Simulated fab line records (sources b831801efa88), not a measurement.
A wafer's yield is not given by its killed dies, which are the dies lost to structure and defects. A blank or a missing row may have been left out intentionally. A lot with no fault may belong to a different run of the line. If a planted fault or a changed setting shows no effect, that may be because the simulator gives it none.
Chamber matching -- flow sfq-line -- SFQ_TRILAYER_I7_CMP_CMP_184 on cmp-01 has 3 sister chambers
The step polishes SiO2. 16 wafers are shown with their chamber, then 7 later ones without.

## WAFERS, EACH WITH ITS CHAMBER
wafer,chamber,motor-current-A (A),time-to-endpoint-s (s)
L430.1,2,9.4,222
L430.2,3,10.3,220
L430.3,1,8.9,216
L433.3,1,8.1,209
L433.4,3,10.2,225
L433.5,1,8.4,213
L441.2,2,9.1,207
L441.3,1,8.4,201
L441.5,1,8.5,217
L443.3,1,8.2,209
L443.4,2,9.7,213
L443.6,2,9.1,216
L448.3,2,9.3,216
L448.4,1,8.6,212
L448.6,1,8.4,221
L449.1,2,9.8,216

SIGNATURES (means of the wafers above)
reading,chamber 1,chamber 2,chamber 3,scatter within a chamber
motor-current-A,8.438,9.400,10.250,0.258
time-to-endpoint-s,212.25,215.00,222.50,5.51
Rule: distance of a wafer from a chamber = root of the sum over the readings of ((wafer's reading minus chamber's mean) / reading's scatter) squared. The wafer belongs to the nearest chamber; if the next one is less than 2 further off, it can't be placed. How the scatter is found: for the shown wafers, subtract from each reading the mean of its chamber, square and add these, divide the total by (wafers less chambers), then take the root.

## WAFERS WITH NO CHAMBER GIVEN
wafer,motor-current-A (A),time-to-endpoint-s (s)
L449.4,9.9,226
L449.5,9.1,226
L450.3,8.3,210
L450.5,9.8,211
L452.1,9.8,213
L452.3,9.2,224
L452.5,9.1,227

## WHICH CHAMBER EACH ONE RAN IN
wafer,from the rows above,in truth
L449.4,can't be placed: 3 or 2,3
L449.5,can't be placed: 2 or 1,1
L450.3,1,1
L450.5,can't be placed: 2 or 3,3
L452.1,can't be placed: 2 or 3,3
L452.3,can't be placed: 2 or 1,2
L452.5,can't be placed: 2 or 1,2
1 of 7 placed correctly. Cannot be placed on the basis of these rows: 6; the candidates contain the true chamber in 6. Placed wrongly: 0.
